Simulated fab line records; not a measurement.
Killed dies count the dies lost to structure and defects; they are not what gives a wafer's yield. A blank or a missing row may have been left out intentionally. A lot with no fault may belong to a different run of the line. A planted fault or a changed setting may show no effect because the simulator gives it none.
Matching of chambers :: flow sfq_line :: 4 sister chambers for SFQ_TRILAYER_I3_CMP_CMP_082 on cmp-02
The step polishes SiO2. 16 wafers are shown with their chamber, then 8 later ones without.

== WAFERS, EACH WITH ITS CHAMBER ==
wafer: L280.1
chamber: 0
motor_current_A (A): 13.0
time_to_endpoint_s (s): 215

wafer: L280.3
chamber: 1
motor_current_A (A): 9.4
time_to_endpoint_s (s): 221

wafer: L280.4
chamber: 3
motor_current_A (A): 10.8
time_to_endpoint_s (s): 224

wafer: L284.1
chamber: 2
motor_current_A (A): 9.8
time_to_endpoint_s (s): 220

wafer: L284.3
chamber: 3
motor_current_A (A): 10.2
time_to_endpoint_s (s): 208

wafer: L284.4
chamber: 1
motor_current_A (A): 9.7
time_to_endpoint_s (s): 221

wafer: L286.1
chamber: 0
motor_current_A (A): 12.7
time_to_endpoint_s (s): 203

wafer: L286.2
chamber: 3
motor_current_A (A): 10.1
time_to_endpoint_s (s): 209

wafer: L286.5
chamber: 0
motor_current_A (A): 12.6
time_to_endpoint_s (s): 207

wafer: L289.2
chamber: 2
motor_current_A (A): 10.0
time_to_endpoint_s (s): 215

wafer: L289.3
chamber: 1
motor_current_A (A): 9.8
time_to_endpoint_s (s): 207

wafer: L289.5
chamber: 1
motor_current_A (A): 9.4
time_to_endpoint_s (s): 212

wafer: L298.4
chamber: 0
motor_current_A (A): 12.8
time_to_endpoint_s (s): 229

wafer: L298.5
chamber: 1
motor_current_A (A): 10.1
time_to_endpoint_s (s): 225

wafer: L298.6
chamber: 0
motor_current_A (A): 13.0
time_to_endpoint_s (s): 228

wafer: L299.2
chamber: 0
motor_current_A (A): 12.7
time_to_endpoint_s (s): 219

SIGNATURES (means of the wafers above)
reading: motor_current_A
chamber 0: 12.800
chamber 1: 9.680
chamber 2: 9.900
chamber 3: 10.367
scatter within a chamber: 0.257

reading: time_to_endpoint_s
chamber 0: 216.83
chamber 1: 217.20
chamber 2: 217.50
chamber 3: 213.67
scatter within a chamber: 8.96
Rule: distance of a wafer from a chamber = root of the sum over the readings of ((wafer's reading minus chamber's mean) / reading's scatter) squared. If the next closest chamber is less than 2 further off than the closest, the wafer can't be placed; otherwise it belongs to the closest. The scatter: the root of (the sum of the squares of (reading less its chamber's mean) over the shown wafers, divided by (wafers less chambers)).

== WAFERS WHOSE CHAMBER IS MISSING ==
wafer: L299.4
motor_current_A (A): 9.7
time_to_endpoint_s (s): 226

wafer: L299.5
motor_current_A (A): 12.8
time_to_endpoint_s (s): 228

wafer: L300.1
motor_current_A (A): 10.0
time_to_endpoint_s (s): 216

wafer: L300.2
motor_current_A (A): 9.7
time_to_endpoint_s (s): 219

wafer: L300.3
motor_current_A (A): 9.3
time_to_endpoint_s (s): 218

wafer: L302.1
motor_current_A (A): 9.6
time_to_endpoint_s (s): 208

wafer: L302.3
motor_current_A (A): 10.2
time_to_endpoint_s (s): 227

wafer: L302.4
motor_current_A (A): 10.0
time_to_endpoint_s (s): 220

== EACH ONE'S CHAMBER ==
wafer: L299.4
from the rows above: can't be placed: 1 or 2 or 3
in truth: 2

wafer: L299.5
from the rows above: 0
in truth: 0

wafer: L300.1
from the rows above: can't be placed: 2 or 1 or 3
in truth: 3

wafer: L300.2
from the rows above: can't be placed: 1 or 2
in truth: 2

wafer: L300.3
from the rows above: can't be placed: 1 or 2
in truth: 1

wafer: L302.1
from the rows above: can't be placed: 1 or 2 or 3
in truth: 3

wafer: L302.3
from the rows above: can't be placed: 2 or 3 or 1
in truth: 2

wafer: L302.4
from the rows above: can't be placed: 2 or 1 or 3
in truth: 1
1 of 8 placed correctly. Can't be placed from these rows: 7 (the true chamber is among the candidates in 7). Wrongly placed: 0.
